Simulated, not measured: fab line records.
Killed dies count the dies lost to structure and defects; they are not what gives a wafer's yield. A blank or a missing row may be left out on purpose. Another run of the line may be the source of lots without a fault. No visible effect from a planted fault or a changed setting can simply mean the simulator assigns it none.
fab line records    flow gf180mcu
record lots=12  wafers=36  last-day=34
route steps=602 shown V3@446 V5@541 PASSIVATION@587
lots that met no fault: from a run of the same line without faults
start-h: start of the lot's first displayed wafer, in hours after the record's first day    wait-h: how many hours have passed since the lot's step before this one    " identical to the entry in the row above    L1.1+2: several wafers, shown together as one row    - no value, or no start given    * or withheld: withheld    < > ~ a bound
route shown NAME@n: NAME is a module with steps in the file, n the number in the route of the first one    usual: mean/standard deviation of fault-free wafers    same: alike in all rows    chamber/n: place in a boat    sites: each site's reading    _std_site: how widely they spread, as a standard deviation    _edge_site: the outer-site mean with the inner-site mean subtracted    radius-mm: how far each site lies from the wafer's centre    mask NAME#n: copy n    behind: the most recent tool/chamber to have shaped the wafer    hold: the reason the lot was held/the length of the hold in hours/how it ended    device: whichever transistor did not switch (one of n, p or np)    end of line: the tests these same wafers got at the end of their route    a step with no rows: only its recipe    killed: dies that structure and defects cost at the first sort, which is not the same as the wafer's yield    map: the dies of a wafer, with x for killed, . for not killed, _ for no die there
set.NAME: setting as actually run; set.NAME@STEP: the setting as run at that earlier step    model.NAME: the simulator's own value behind a step, which no gauge read
steps of the route over a sample of lots; a table a step, a row a wafer
services: when a tool's chamber went out of use (start-h, in hours from the record's first day, below 0 if earlier), for how many hours, and the reason
## steps
# step GF_V3_ETCH_17
# recipe chemistry=C4F8/O2/Ar  mask-material=KrF  target=SiO2  stop-on=TiN  source-w=1500  bias-w=1200  pressure-mtorr=40  c4f8-flow-sccm=withheld  O2_flow_sccm=6  Ar_flow_sccm=300  time-s=withheld  target-depth-a=6350
# usual chamber-pressure-mTorr=40.00/0.04  oes-product-au=0.855/0.0049
lot.wafer  tool         chamber  start-h  wait-h  chamber-pressure-mTorr  oes-product-au
L890.1     rie-diel-01  2        -        -       39.98                   0.859
L890.3     "            3        "        "       40.13                   0.860
L890.4     "            3        "        "       40.04                   0.852
L892.2     rie-diel-02  0        -        -       39.96                   0.858
L892.3     "            2        "        "       39.98                   0.861
L892.6     "            0        "        "       40.04                   0.858
L893.1     rie-diel-01  1        -        -       39.99                   0.851
L893.4     "            2        "        "       39.99                   0.845
L893.5     "            2        "        "       39.98                   0.859
L901.1     rie-diel-04  1        -        -       40.01                   0.864
L901.2     "            2        "        "       39.98                   0.858
L901.4     "            3        "        "       40.01                   0.858
L902.1     rie-diel-02  0        -        -       40.04                   0.857
L902.2     "            3        "        "       40.06                   0.852
L902.4     "            2        "        "       40.07                   0.861
L903.1     rie-diel-02  0        -        -       40.04                   0.853
L903.2     "            1        "        "       40.00                   0.859
L903.6     "            2        "        "       39.93                   0.859
L904.2     rie-diel-02  1        -        -       39.97                   0.850
L904.3     "            0        "        "       40.02                   0.852
L904.5     "            0        "        "       39.99                   0.855
L905.2     rie-diel-02  1        -        -       39.96                   0.860
L905.3     "            3        "        "       39.98                   0.852
L905.4     "            0        "        "       39.92                   0.856
L906.4     rie-diel-04  1        -        -       40.00                   0.853
L906.5     "            1        "        "       39.96                   0.850
L906.6     "            0        "        "       40.03                   0.849
L907.1     rie-diel-01  1        -        -       40.02                   0.851
L907.3     "            3        "        "       40.00                   0.854
L907.5     "            1        "        "       40.01                   0.853
L908.1     rie-diel-01  2        -        -       40.03                   0.859
L908.2     "            1        "        "       39.95                   0.850
L908.3     "            0        "        "       39.97                   0.863
L909.2     rie-diel-04  3        -        -       40.09                   0.857
L909.3     "            2        "        "       40.03                   0.852
L909.6     "            0        "        "       40.02                   0.849
# step GF_V5_THK_MEAS_01
# recipe reads=SiO2_of_V5_CVD_00
# usual V5_CVD_00_THK=301/3.8
lot.wafer  tool           chamber  start-h  wait-h  V5_CVD_00_THK[nm]
L890.1     film-metro-01  -        632.82   0.0     296
L890.3     "              -        "        "       303
L890.4     "              -        "        "       298
L892.2     film-metro-01  -        650.85   0.0     305
L892.3     "              -        "        "       289
L892.6     "              -        "        "       303
L893.1     film-metro-02  -        653.47   0.0     296
L893.4     "              -        "        "       293
L893.5     "              -        "        "       300
L901.1     film-metro-01  -        712.09   0.0     299
L901.2     "              -        "        "       298
L901.4     "              -        "        "       300
L902.1     film-metro-02  -        717.04   0.0     301
L902.2     "              -        "        "       305
L902.4     "              -        "        "       299
L903.1     film-metro-01  -        728.96   0.0     304
L903.2     "              -        "        "       299
L903.6     "              -        "        "       304
L904.2     film-metro-02  -        734.60   0.0     301
L904.3     "              -        "        "       300
L904.5     "              -        "        "       296
L905.2     film-metro-01  -        737.19   0.0     304
L905.3     "              -        "        "       302
L905.4     "              -        "        "       303
L906.4     film-metro-01  -        744.41   0.0     308
L906.5     "              -        "        "       300
L906.6     "              -        "        "       310
L907.1     film-metro-03  -        750.59   0.0     297
L907.3     "              -        "        "       298
L907.5     "              -        "        "       295
L908.1     film-metro-01  -        753.76   0.0     304
L908.2     "              -        "        "       302
L908.3     "              -        "        "       307
L909.2     film-metro-02  -        761.62   0.0     300
L909.3     "              -        "        "       301
L909.6     "              -        "        "       298
# step GF_V5_CMP_26
# recipe stop-on=SiO2  down-force-psi=3.5  platen-rpm=60  t-overpolish-s=15  target-thk-nm=0  pad-velocity-m-s=0.94248
# usual motor-current-A=11.5/1.1  overpolish-run-s=15.001/0.0087  retaining-ring-pressure-frac=0.999/0.0049  time-to-endpoint-s=85/4.3
lot.wafer  tool    chamber  start-h  wait-h  motor-current-A  overpolish-run-s  retaining-ring-pressure-frac  time-to-endpoint-s
L890.1     cmp-01  3        654.61   0.1     12.9             14.981            1.004                         76
L890.3     "       0        "        "       9.8              15.002            1.008                         79
L890.4     "       2        "        "       11.3             14.987            0.997                         80
L892.3     cmp-01  0        671.83   0.0     9.7              14.992            1.002                         86
L892.2     "       1        "        "       10.9             15.006            1.005                         82
L892.6     "       1        "        "       11.7             14.984            1.005                         85
L893.4     cmp-02  3        674.51   0.0     11.8             15.014            1.001                         89
L893.1     "       2        "        "       11.0             15.002            0.997                         88
L893.5     "       3        "        "       11.4             15.002            1.002                         87
L901.1     cmp-01  2        731.60   0.1     11.8             15.000            1.004                         86
L901.2     "       3        "        "       13.9             15.003            0.994                         83
L901.4     "       0        "        "       9.2              14.999            1.002                         87
L902.1     cmp-01  3        736.68   0.1     12.6             15.001            1.000                         82
L902.4     "       1        "        "       11.7             15.003            0.997                         84
L902.2     "       2        "        "       11.5             14.994            0.999                         83
L903.1     cmp-01  1        748.11   0.2     11.5             15.001            0.996                         82
L903.2     "       2        "        "       12.2             14.991            0.995                         84
L903.6     "       0        "        "       10.2             15.008            0.992                         86
L904.3     cmp-01  1        752.57   0.0     11.9             15.006            0.993                         93
L904.2     "       3        "        "       13.2             15.005            1.000                         92
L904.5     "       2        "        "       11.4             15.003            1.006                         89
L905.3     cmp-01  3        756.25   0.0     13.4             15.000            0.991                         85
L905.4     "       1        "        "       11.7             14.991            0.998                         90
L905.2     "       2        "        "       11.6             14.996            1.003                         87
L906.4     cmp-02  0        762.94   0.1     11.9             15.019            1.004                         83
L906.6     "       2        "        "       11.1             14.989            1.000                         88
L906.5     "       3        "        "       11.4             15.005            1.000                         88
L907.1     cmp-02  0        768.43   0.1     11.6             15.009            0.991                         84
L907.3     "       1        "        "       11.0             14.993            1.001                         92
L907.5     "       1        "        "       10.8             14.994            1.007                         91
L908.1     cmp-01  0        771.66   0.1     9.7              15.000            0.997                         87
L908.3     "       2        "        "       11.8             14.999            1.004                         89
L908.2     "       3        "        "       13.6             14.995            1.007                         85
L909.2     cmp-02  0        779.13   0.0     11.3             15.009            0.998                         83
L909.3     "       1        "        "       11.3             15.011            0.993                         94
L909.6     "       1        "        "       10.9             15.013            0.995                         96
# step GF_PASSIVATION_CVD_00
# recipe material=SiO2  target-thk-nm=1000  precursor=TEOS  temp-c=400  time-s=111.95  rf-w=600
# usual heater-power-outer-w=390/65  heater-power-w=656/100
lot.wafer  tool      chamber  start-h  wait-h  heater-power-outer-w  heater-power-w
L890.1     pecvd-03  0        675.32   0.0     419                   671
L890.3     "         2        "        "       362                   547
L890.4     "         2        "        "       273                   417
L892.2     pecvd-04  0        691.54   0.0     343                   647
L892.3     "         2        "        "       465                   776
L892.6     "         2        "        "       507                   844
L893.1     pecvd-04  1        695.42   0.0     441                   744
L893.4     "         1        "        "       504                   830
L893.5     "         0        "        "       248                   507
L901.1     pecvd-04  2        749.98   0.0     -                     -
L901.2     "         0        "        "       -                     -
L901.4     "         0        "        "       -                     -
L902.1     pecvd-04  1        754.93   0.0     -                     -
L902.2     "         2        "        "       -                     -
L902.4     "         1        "        "       -                     -
L903.1     pecvd-03  1        764.98   0.0     -                     -
L903.2     "         0        "        "       -                     -
L903.6     "         0        "        "       -                     -
L904.2     pecvd-02  1        769.89   0.0     403                   708
L904.3     "         2        "        "       385                   676
L904.5     "         0        "        "       299                   534
L905.2     pecvd-03  0        773.52   0.0     404                   653
L905.3     "         1        "        "       346                   606
L905.4     "         2        "        "       333                   530
L906.4     pecvd-02  0        779.87   0.0     302                   534
L906.5     "         1        "        "       425                   750
L906.6     "         2        "        "       429                   757
L907.1     pecvd-03  0        785.08   0.0     420                   678
L907.3     "         2        "        "       338                   513
L907.5     "         1        "        "       412                   677
L908.1     pecvd-03  0        788.42   0.0     409                   651
L908.2     "         2        "        "       312                   494
L908.3     "         1        "        "       354                   585
L909.2     pecvd-02  0        795.79   0.0     407                   683
L909.3     "         2        "        "       389                   677
L909.6     "         1        "        "       424                   748
# step GF_PASSIVATION_BOW_MEAS_14
# recipe mode=bow
# usual PASSIVATION_BOW=138/11
lot.wafer  tool           chamber  start-h  wait-h  PASSIVATION_BOW[um]
L890.1     film-metro-03  -        696.57   0.0     137
L890.3     "              -        "        "       133
L890.4     "              -        "        "       146
L892.2     film-metro-03  -        711.84   0.0     133
L892.3     "              -        "        "       134
L892.6     "              -        "        "       114
L893.1     film-metro-01  -        715.72   0.0     145
L893.4     "              -        "        "       151
L893.5     "              -        "        "       165
L901.1     film-metro-03  -        768.07   0.0     110
L901.2     "              -        "        "       109
L901.4     "              -        "        "       113
L902.1     film-metro-01  -        773.31   0.0     104
L902.2     "              -        "        "       86
L902.4     "              -        "        "       85
L903.1     film-metro-01  -        782.96   0.0     118
L903.2     "              -        "        "       116
L903.6     "              -        "        "       113
L904.2     film-metro-01  -        787.89   0.0     128
L904.3     "              -        "        "       129
L904.5     "              -        "        "       119
L905.2     film-metro-03  -        791.09   0.0     152
L905.3     "              -        "        "       147
L905.4     "              -        "        "       151
L906.4     film-metro-03  -        797.12   0.1     136
L906.5     "              -        "        "       144
L906.6     "              -        "        "       137
L907.1     film-metro-01  -        802.41   0.0     145
L907.3     "              -        "        "       136
L907.5     "              -        "        "       135
L908.1     film-metro-04  -        805.96   0.0     127
L908.2     "              -        "        "       139
L908.3     "              -        "        "       148
L909.2     film-metro-04  -        812.59   0.0     150
L909.3     "              -        "        "       165
L909.6     "              -        "        "       157
## services
tool         chamber  start-h  hours  kind
pecvd-03     -        532.98   0.5    repair
cmp-02       -        549.37   0.5    repair
pecvd-04     -        549.71   0.7    repair
cmp-01       -        572.00   4.0    pm
pecvd-03     1        582.19   11.0   repair
pecvd-04     -        582.29   0.5    repair
pecvd-04     -        591.12   14.0   pm
rie-diel-02  2        612.01   2.0    repair
rie-diel-01  3        616.42   10.4   repair
rie-diel-02  -        620.33   0.2    repair
pecvd-03     -        620.41   1.0    repair
cmp-01       -        625.36   7.4    repair
pecvd-03     -        641.02   2.8    pm
rie-diel-02  3        644.69   4.4    repair
rie-diel-02  3        651.68   4.9    repair
cmp-02       -        668.64   1.5    repair
rie-diel-01  3        712.11   5.3    repair
cmp-02       -        728.05   19.0   pm
rie-diel-04  2        729.39   72.4   repair
cmp-02       -        747.03   4.0    pm
rie-diel-01  1        752.80   8.9    repair
cmp-02       -        758.66   0.9    repair
rie-diel-02  -        783.59   4.0    pm
cmp-01       -        792.80   0.2    repair
## key
first-sign step=GF_PASSIVATION_CVD_00  reading=tool-record  direction=missing
effect step=GF_PASSIVATION_BOW_MEAS_14  reading=PASSIVATION_BOW  direction=down  sigmas=3  usual=138  struck=106
met-at GF_PASSIVATION_CVD_00
struck-lots L901,L902,L903
not-acting-at GF_V3_ETCH_17,GF_V5_THK_MEAS_01,GF_V5_CMP_26
onset-between 695.42 749.98
fault kind=skipped-step-whole  tool=pecvd-03,pecvd-04  chamber=-  onset-h=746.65  steps=GF_PASSIVATION_CVD_00  scope=struck-lots-only
